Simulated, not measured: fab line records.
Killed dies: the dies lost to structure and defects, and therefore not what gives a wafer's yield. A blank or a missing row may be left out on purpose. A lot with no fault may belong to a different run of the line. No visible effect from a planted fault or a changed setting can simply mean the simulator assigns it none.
Which of the tools did it? / flow sky130 / Sampling: 12 lots, 36 wafers, 4 of 708 route steps

== WHAT THE GAUGES SHOWED, per wafer ==
SKY_LI_CONTACT_OVL_MEAS_13. Usual: LI_CONTACT_OVL 1 nm, standard deviation 6.3.
lot=L392; measured=day 28 15:52; on=overlay-02; LI_CONTACT_OVL (nm)=-11 -1 -2; flag=
lot=L393; measured=day 29 14:57; on=overlay-02; LI_CONTACT_OVL (nm)=-6 -8 5; flag=
lot=L394; measured=day 29 15:38; on=overlay-02; LI_CONTACT_OVL (nm)=-2 1 0; flag=
lot=L395; measured=day 30 15:08; on=overlay-02; LI_CONTACT_OVL (nm)=-9 3 -1; flag=
lot=L396; measured=day 30 22:01; on=overlay-01; LI_CONTACT_OVL (nm)=7 20 9; flag=
lot=L401; measured=day 33 04:02; on=overlay-01; LI_CONTACT_OVL (nm)=-3 -2 9; flag=
lot=L407; measured=day 34 05:02; on=overlay-02; LI_CONTACT_OVL (nm)=-4 -8 -11; flag=
lot=L408; measured=day 34 08:00; on=overlay-01; LI_CONTACT_OVL (nm)=-2 -1 -4; flag=
lot=L409; measured=day 34 18:27; on=overlay-01; LI_CONTACT_OVL (nm)=-3 -2 2; flag=
lot=L411; measured=day 35 13:30; on=overlay-01; LI_CONTACT_OVL (nm)=3 -2 3; flag=
lot=L412; measured=day 35 19:40; on=overlay-02; LI_CONTACT_OVL (nm)=-5 -4 -2; flag=
lot=L414; measured=day 36 10:00; on=overlay-01; LI_CONTACT_OVL (nm)=0 -8 -2; flag=

== TOOL THAT RAN EACH LOT (tool first, then ch and the chambers of the sampled wafers, then the start) ==
lot=L392; SKY_DNWELL_STRIP_08=plasma asher-03 ch 0,1, day 3 02:04; SKY_VT_ADJUST_NCORE_COAT_02=litho track-04 ch 0, day 7 21:57; SKY_VT_ADJUST_NCORE_STRIP_10=plasma asher-02 ch 0,1, day 8 08:32
lot=L393; SKY_DNWELL_STRIP_08=plasma asher-04 ch 0,1, day 3 08:16; SKY_VT_ADJUST_NCORE_COAT_02=litho track-04 ch 0, day 8 07:44; SKY_VT_ADJUST_NCORE_STRIP_10=plasma asher-02 ch 0,1, day 8 19:14
lot=L394; SKY_DNWELL_STRIP_08=plasma asher-03 ch 0,1, day 3 12:07; SKY_VT_ADJUST_NCORE_COAT_02=litho track-04 ch 0, day 8 12:05; SKY_VT_ADJUST_NCORE_STRIP_10=plasma asher-03 ch 0,1, day 8 23:21
lot=L395; SKY_DNWELL_STRIP_08=plasma asher-03 ch 0,1, day 3 23:43; SKY_VT_ADJUST_NCORE_COAT_02=litho track-04 ch 0, day 9 03:50; SKY_VT_ADJUST_NCORE_STRIP_10=plasma asher-02 ch 0,1, day 9 14:28
lot=L396; SKY_DNWELL_STRIP_08=plasma asher-03 ch 0,1, day 4 04:17; SKY_VT_ADJUST_NCORE_COAT_02=litho track-03 ch 0, day 9 08:34; SKY_VT_ADJUST_NCORE_STRIP_10=plasma asher-02 ch 0,1, day 9 18:41
lot=L401; SKY_DNWELL_STRIP_08=plasma asher-03 ch 0,1, day 5 15:03; SKY_VT_ADJUST_NCORE_COAT_02=litho track-03 ch 0, day 11 05:23; SKY_VT_ADJUST_NCORE_STRIP_10=plasma asher-02 ch 0,1, day 11 17:53
lot=L407; SKY_DNWELL_STRIP_08=plasma asher-04 ch 0,1, day 6 14:23; SKY_VT_ADJUST_NCORE_COAT_02=litho track-03 ch 0, day 12 13:34; SKY_VT_ADJUST_NCORE_STRIP_10=plasma asher-03 ch 0,1, day 13 01:59
lot=L408; SKY_DNWELL_STRIP_08=plasma asher-01 ch 0,1, day 6 20:29; SKY_VT_ADJUST_NCORE_COAT_02=litho track-03 ch 0, day 12 21:58; SKY_VT_ADJUST_NCORE_STRIP_10=plasma asher-02 ch 0,1, day 13 10:41
lot=L409; SKY_DNWELL_STRIP_08=plasma asher-04 ch 0,1, day 7 01:07; SKY_VT_ADJUST_NCORE_COAT_02=litho track-01 ch 0, day 13 02:45; SKY_VT_ADJUST_NCORE_STRIP_10=plasma asher-02 ch 0,1, day 13 16:02
lot=L411; SKY_DNWELL_STRIP_08=plasma asher-03 ch 0,1, day 7 15:10; SKY_VT_ADJUST_NCORE_COAT_02=litho track-04 ch 0, day 13 21:09; SKY_VT_ADJUST_NCORE_STRIP_10=plasma asher-02 ch 0,1, day 14 10:27
lot=L412; SKY_DNWELL_STRIP_08=plasma asher-03 ch 0,1, day 7 18:59; SKY_VT_ADJUST_NCORE_COAT_02=litho track-04 ch 0, day 14 02:35; SKY_VT_ADJUST_NCORE_STRIP_10=plasma asher-03 ch 0,1, day 14 15:47
lot=L414; SKY_DNWELL_STRIP_08=plasma asher-04 ch 0,1, day 8 05:29; SKY_VT_ADJUST_NCORE_COAT_02=litho track-01 ch 0, day 14 14:10; SKY_VT_ADJUST_NCORE_STRIP_10=plasma asher-03 ch 0,1, day 15 03:56
- SKY_DNWELL_STRIP_08: strips in O2/N2.
- SKY_VT_ADJUST_NCORE_COAT_02: resist thk 1140 nm.
- SKY_VT_ADJUST_NCORE_STRIP_10: strips in O2/N2.

== WHAT THE TOOLS THEMSELVES READ (means of the sampled wafers that have a number; where no wafer has one, the mark that the record gives instead) ==
SKY_DNWELL_STRIP_08. Usual: drypump motor current A 5.5 A, standard deviation 0.6; n2 flow sccm 300.0 sccm, standard deviation 0.89; o2 flow sccm 3001 sccm, standard deviation 8.5; oes product au 0.723 a.u., standard deviation 0.0043; strip time to endpoint s 36.91 s, standard deviation 0.1.
lot=L392; tool=plasma asher-03; drypump motor current A (A)=5.5; n2 flow sccm (sccm)=299.3; o2 flow sccm (sccm)=2997; oes product au (a.u.)=0.725; strip time to endpoint s (s)=36.86; flag=
lot=L393; tool=plasma asher-04; drypump motor current A (A)=5.3; n2 flow sccm (sccm)=300.4; o2 flow sccm (sccm)=3001; oes product au (a.u.)=0.726; strip time to endpoint s (s)=36.91; flag=
lot=L394; tool=plasma asher-03; drypump motor current A (A)=5.5; n2 flow sccm (sccm)=299.7; o2 flow sccm (sccm)=3007; oes product au (a.u.)=0.718; strip time to endpoint s (s)=37.00; flag=
lot=L395; tool=plasma asher-03; drypump motor current A (A)=5.5; n2 flow sccm (sccm)=299.8; o2 flow sccm (sccm)=2994; oes product au (a.u.)=0.721; strip time to endpoint s (s)=36.89; flag=
lot=L396; tool=plasma asher-03; drypump motor current A (A)=5.2; n2 flow sccm (sccm)=300.8; o2 flow sccm (sccm)=2994; oes product au (a.u.)=0.725; strip time to endpoint s (s)=36.96; flag=
lot=L401; tool=plasma asher-03; drypump motor current A (A)=5.1; n2 flow sccm (sccm)=300.1; o2 flow sccm (sccm)=3002; oes product au (a.u.)=0.722; strip time to endpoint s (s)=36.92; flag=
lot=L407; tool=plasma asher-04; drypump motor current A (A)=5.7; n2 flow sccm (sccm)=300.7; o2 flow sccm (sccm)=3001; oes product au (a.u.)=0.721; strip time to endpoint s (s)=36.86; flag=
lot=L408; tool=plasma asher-01; drypump motor current A (A)=5.6; n2 flow sccm (sccm)=300.2; o2 flow sccm (sccm)=2997; oes product au (a.u.)=0.723; strip time to endpoint s (s)=36.98; flag=
lot=L409; tool=plasma asher-04; drypump motor current A (A)=5.7; n2 flow sccm (sccm)=299.1; o2 flow sccm (sccm)=3000; oes product au (a.u.)=0.723; strip time to endpoint s (s)=37.02; flag=
lot=L411; tool=plasma asher-03; drypump motor current A (A)=5.5; n2 flow sccm (sccm)=299.5; o2 flow sccm (sccm)=3002; oes product au (a.u.)=0.724; strip time to endpoint s (s)=36.82; flag=
lot=L412; tool=plasma asher-03; drypump motor current A (A)=5.1; n2 flow sccm (sccm)=299.6; o2 flow sccm (sccm)=3003; oes product au (a.u.)=0.728; strip time to endpoint s (s)=36.99; flag=
lot=L414; tool=plasma asher-04; drypump motor current A (A)=5.8; n2 flow sccm (sccm)=299.3; o2 flow sccm (sccm)=3000; oes product au (a.u.)=0.726; strip time to endpoint s (s)=36.87; flag=

SKY_VT_ADJUST_NCORE_STRIP_10. Usual: drypump motor current A 5.7 A, standard deviation 0.48; n2 flow sccm 299.9 sccm, standard deviation 0.86; o2 flow sccm 3001 sccm, standard deviation 9.9; oes product au 0.716 a.u., standard deviation 0.0049; strip time to endpoint s 14.19 s, standard deviation 0.042.
lot=L392; tool=plasma asher-02; drypump motor current A (A)=5.9; n2 flow sccm (sccm)=300.6; o2 flow sccm (sccm)=2995; oes product au (a.u.)=0.719; strip time to endpoint s (s)=14.19; flag=
lot=L393; tool=plasma asher-02; drypump motor current A (A)=5.9; n2 flow sccm (sccm)=298.1; o2 flow sccm (sccm)=3007; oes product au (a.u.)=0.717; strip time to endpoint s (s)=14.10; flag=
lot=L394; tool=plasma asher-03; drypump motor current A (A)=5.5; n2 flow sccm (sccm)=299.3; o2 flow sccm (sccm)=2984; oes product au (a.u.)=0.712; strip time to endpoint s (s)=14.20; flag=
lot=L395; tool=plasma asher-02; drypump motor current A (A)=5.9; n2 flow sccm (sccm)=299.4; o2 flow sccm (sccm)=3001; oes product au (a.u.)=0.713; strip time to endpoint s (s)=14.18; flag=
lot=L396; tool=plasma asher-02; drypump motor current A (A)=5.9; n2 flow sccm (sccm)=299.8; o2 flow sccm (sccm)=2995; oes product au (a.u.)=0.719; strip time to endpoint s (s)=14.20; flag=
lot=L401; tool=plasma asher-02; drypump motor current A (A)=5.9; n2 flow sccm (sccm)=299.8; o2 flow sccm (sccm)=2997; oes product au (a.u.)=0.721; strip time to endpoint s (s)=14.20; flag=
lot=L407; tool=plasma asher-03; drypump motor current A (A)=5.1; n2 flow sccm (sccm)=301.4; o2 flow sccm (sccm)=2996; oes product au (a.u.)=0.715; strip time to endpoint s (s)=14.74; flag=OFF
lot=L408; tool=plasma asher-02; drypump motor current A (A)=5.9; n2 flow sccm (sccm)=300.3; o2 flow sccm (sccm)=2990; oes product au (a.u.)=0.716; strip time to endpoint s (s)=14.72; flag=OFF
lot=L409; tool=plasma asher-02; drypump motor current A (A)=5.9; n2 flow sccm (sccm)=299.4; o2 flow sccm (sccm)=3012; oes product au (a.u.)=0.719; strip time to endpoint s (s)=14.17; flag=
lot=L411; tool=plasma asher-02; drypump motor current A (A)=5.9; n2 flow sccm (sccm)=300.4; o2 flow sccm (sccm)=3002; oes product au (a.u.)=0.716; strip time to endpoint s (s)=14.16; flag=
lot=L412; tool=plasma asher-03; drypump motor current A (A)=5.5; n2 flow sccm (sccm)=300.0; o2 flow sccm (sccm)=3010; oes product au (a.u.)=0.716; strip time to endpoint s (s)=14.18; flag=
lot=L414; tool=plasma asher-03; drypump motor current A (A)=5.5; n2 flow sccm (sccm)=301.1; o2 flow sccm (sccm)=2991; oes product au (a.u.)=0.716; strip time to endpoint s (s)=14.15; flag=

== THE ANSWER, worked out from the rows above alone ==
Rule: lot off if the mean of its wafers having a number is beyond 3 standard deviations from the usual mean. A lot without any number at a reading at which 4 lots or more have one is off too. The other lots that the step has rows for count as sound. The gauges are gone through in route order, then the tools' own readings, and for those a lot's mean is taken as printed above. The first step at which some lot is off is used, and at that step the reading that is off furthest; a lot without a number counts as furthest.
Off: L407, L408, at SKY_VT_ADJUST_NCORE_STRIP_10 (strip time to endpoint s).
A tool fits if, at that step or a process step before it, it ran every lot that is off, and no sound lot after the first of them. One fits: litho track-03 at SKY_VT_ADJUST_NCORE_COAT_02. A fault onset in the window from L401 (day 11 05:23, its last sound lot) to L407 (day 12 13:34, its first lot off) fits.

== WHAT THE SIMULATOR HAD PUT IN ==
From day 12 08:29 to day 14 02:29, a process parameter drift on litho track-03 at SKY_VT_ADJUST_NCORE_COAT_02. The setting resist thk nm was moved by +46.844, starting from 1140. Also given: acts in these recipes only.
Shown lots that were struck: L407, L408. The rule given above showed the same thing.
